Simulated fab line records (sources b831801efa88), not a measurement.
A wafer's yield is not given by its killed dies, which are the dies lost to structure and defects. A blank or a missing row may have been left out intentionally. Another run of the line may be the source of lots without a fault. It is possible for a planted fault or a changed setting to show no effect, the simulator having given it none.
Lot-split experiment :: flow sfqLine :: 27 wafers read across 5 lots, on a route 325 steps long

ON THE SPLIT
At SFQ_TRILAYER_M3_DEP_SPUTTER_073 (material Nb, target thk 200 nm, time 133.3 s), the setting timeS was moved away from the recipe's 133.3 s on 9 of the 27 wafers read, by -47.4% to +42.8%. For the rest of the wafers, this setting stayed at what the recipe calls for.

FROM THE SPLIT TO THE READING: what the file shows between them, 3 steps
- SFQ_M3_RS_MEAS_919: measures by four-point-probe
- SFQ_TRILAYER_M3_LITHO_COAT_080: resist thk 62 nm
- SFQ_TRILAYER_M3_BARC_OPEN_METAL_ETCH_100: etches BARC in O2, target depth 125 nm, time 41.7 s

THE READING
oesProductAu, in a.u., at SFQ_TRILAYER_M3_ETCH_METAL_ETCH_078 (etches Nb in Cl2/Ar, stops on SiO2, target depth 240 nm, time 120 s). On this fab line, fault-free wafers typically give 0.894 a.u. with a standard deviation of 0.0076 a.u.

wafer: L074.1
tool, chamber at the split: pvdSputter-05, -
timeS as run, s: 70.1
against the recipe: -47.4%
oesProductAu, a.u.: 0.639
against lot-mates on the recipe: -0.248

wafer: L074.2
tool, chamber at the split: pvdSputter-05, -
timeS as run, s: 70.1
against the recipe: -47.4%
oesProductAu, a.u.: 0.654
against lot-mates on the recipe: -0.233

wafer: L074.3
tool, chamber at the split: pvdSputter-05, -
timeS as run, s: 133.3
against the recipe: recipe
oesProductAu, a.u.: 0.887
against lot-mates on the recipe: -

wafer: L074.4
tool, chamber at the split: pvdSputter-05, -
timeS as run, s: 70.1
against the recipe: -47.4%
oesProductAu, a.u.: 0.648
against lot-mates on the recipe: -0.239

wafer: L074.5
tool, chamber at the split: pvdSputter-05, -
timeS as run, s: 133.3
against the recipe: recipe
oesProductAu, a.u.: 0.883
against lot-mates on the recipe: -

wafer: L074.6
tool, chamber at the split: pvdSputter-05, -
timeS as run, s: 133.3
against the recipe: recipe
oesProductAu, a.u.: 0.890
against lot-mates on the recipe: -

wafer: L078.1
tool, chamber at the split: pvdSputter-06, -
timeS as run, s: 133.3
against the recipe: recipe
oesProductAu, a.u.: 0.885
against lot-mates on the recipe: -

wafer: L078.2
tool, chamber at the split: pvdSputter-06, -
timeS as run, s: 133.3
against the recipe: recipe
oesProductAu, a.u.: 0.897
against lot-mates on the recipe: -

wafer: L078.3
tool, chamber at the split: pvdSputter-06, -
timeS as run, s: 133.3
against the recipe: recipe
oesProductAu, a.u.: 0.890
against lot-mates on the recipe: -

wafer: L078.4
tool, chamber at the split: pvdSputter-06, -
timeS as run, s: 133.3
against the recipe: recipe
oesProductAu, a.u.: 0.897
against lot-mates on the recipe: -

wafer: L078.5
tool, chamber at the split: pvdSputter-06, -
timeS as run, s: 133.3
against the recipe: recipe
oesProductAu, a.u.: 0.884
against lot-mates on the recipe: -

wafer: L078.6
tool, chamber at the split: pvdSputter-06, -
timeS as run, s: 133.3
against the recipe: recipe
oesProductAu, a.u.: 0.893
against lot-mates on the recipe: -

wafer: L079.1
tool, chamber at the split: pvdSputter-06, -
timeS as run, s: 154
against the recipe: +15.5%
oesProductAu, a.u.: 0.984
against lot-mates on the recipe: +0.086

wafer: L079.2
tool, chamber at the split: pvdSputter-06, -
timeS as run, s: 133.3
against the recipe: recipe
oesProductAu, a.u.: 0.899
against lot-mates on the recipe: -

wafer: L079.3
tool, chamber at the split: pvdSputter-06, -
timeS as run, s: 154
against the recipe: +15.5%
oesProductAu, a.u.: 0.984
against lot-mates on the recipe: +0.086

wafer: L079.4
tool, chamber at the split: pvdSputter-06, -
timeS as run, s: 154
against the recipe: +15.5%
oesProductAu, a.u.: 0.986
against lot-mates on the recipe: +0.088

wafer: L079.5
tool, chamber at the split: pvdSputter-06, -
timeS as run, s: 133.3
against the recipe: recipe
oesProductAu, a.u.: 0.893
against lot-mates on the recipe: -

wafer: L079.6
tool, chamber at the split: pvdSputter-06, -
timeS as run, s: 133.3
against the recipe: recipe
oesProductAu, a.u.: 0.901
against lot-mates on the recipe: -

wafer: L082.2
tool, chamber at the split: pvdSputter-05, -
timeS as run, s: 133.3
against the recipe: recipe
oesProductAu, a.u.: 0.908
against lot-mates on the recipe: -

wafer: L082.3
tool, chamber at the split: pvdSputter-05, -
timeS as run, s: 133.3
against the recipe: recipe
oesProductAu, a.u.: 0.887
against lot-mates on the recipe: -

wafer: L082.5
tool, chamber at the split: pvdSputter-05, -
timeS as run, s: 133.3
against the recipe: recipe
oesProductAu, a.u.: 0.903
against lot-mates on the recipe: -

wafer: L085.1
tool, chamber at the split: pvdSputter-03, -
timeS as run, s: 190.4
against the recipe: +42.8%
oesProductAu, a.u.: 1.000
against lot-mates on the recipe: +0.103

wafer: L085.2
tool, chamber at the split: pvdSputter-03, -
timeS as run, s: 133.3
against the recipe: recipe
oesProductAu, a.u.: 0.894
against lot-mates on the recipe: -

wafer: L085.3
tool, chamber at the split: pvdSputter-03, -
timeS as run, s: 190.4
against the recipe: +42.8%
oesProductAu, a.u.: 1.003
against lot-mates on the recipe: +0.106

wafer: L085.4
tool, chamber at the split: pvdSputter-03, -
timeS as run, s: 133.3
against the recipe: recipe
oesProductAu, a.u.: 0.897
against lot-mates on the recipe: -

wafer: L085.5
tool, chamber at the split: pvdSputter-03, -
timeS as run, s: 133.3
against the recipe: recipe
oesProductAu, a.u.: 0.900
against lot-mates on the recipe: -

wafer: L085.6
tool, chamber at the split: pvdSputter-03, -
timeS as run, s: 190.4
against the recipe: +42.8%
oesProductAu, a.u.: 1.009
against lot-mates on the recipe: +0.112

FIT RESULTS
A straight line over all 27 wafers: oesProductAu changes by +0.00415 a.u. for each +1% of timeS; r = +0.95; the points scatter about the line by 0.029 a.u.
The same after taking each lot's own level away (the mean of its wafers on the recipe; 27 wafers): +0.00403 a.u. for each +1%; r = +0.96; scatter 0.028 a.u.
According to that fit, moving timeS by its largest amount changes the reading by 0.19 a.u.
The span of the lots' own levels, 0.8867 to 0.8993 a.u., comes to 1.7 times the standard deviation stated above.
Consequently the slope shifts little with the lot-to-lot level, the two slopes agreeing.
Check: for one of the wafers moved furthest among these (-47.4%), held out of the fit, the line's prediction against its lot-mates is -0.188 a.u. Against them it came out at -0.248 a.u.

THE WHOLE CHAIN: every reading that the file lists as answering this split, in the file's order
step: SFQ_TRILAYER_M3_DEP_SPUTTER_073
what it does: material Nb, target thk 200 nm, time 133.3 s
reading: Nb_of_TRILAYER_M3_DEP_SPUTTER_073.thkNm (the simulator's own value, which no gauge read)
change (the file's fit): +2 nm for each +1% of the setting
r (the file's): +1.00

step: SFQ_M3_RS_MEAS_919
what it does: measures by four-point-probe
reading: M3_NB_RS
change (the file's fit): -0.0122 for each +1% of the setting
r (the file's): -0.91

step: SFQ_TRILAYER_M3_ETCH_METAL_ETCH_078
what it does: etches Nb in Cl2/Ar, stops on SiO2, target depth 240 nm, time 120 s
reading: oesProductAu
change (the file's fit): +0.004 a.u. for each +1% of the setting
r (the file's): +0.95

step: SFQ_M8_BOW_MEAS_951
what it does: 
reading: etest.m3.ohmUm (the simulator's own value, which no gauge read)
change (the file's fit): -0.0327 for each +1% of the setting
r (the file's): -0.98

step: SFQ_M8_BOW_MEAS_951
what it does: 
reading: etest.i2.linkOhm (the simulator's own value, which no gauge read)
change (the file's fit): -0.0198 for each +1% of the setting
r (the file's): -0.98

FILE'S OWN FIT
oesProductAu changes by +0.004 a.u. for each +1% of timeS, r = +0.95.
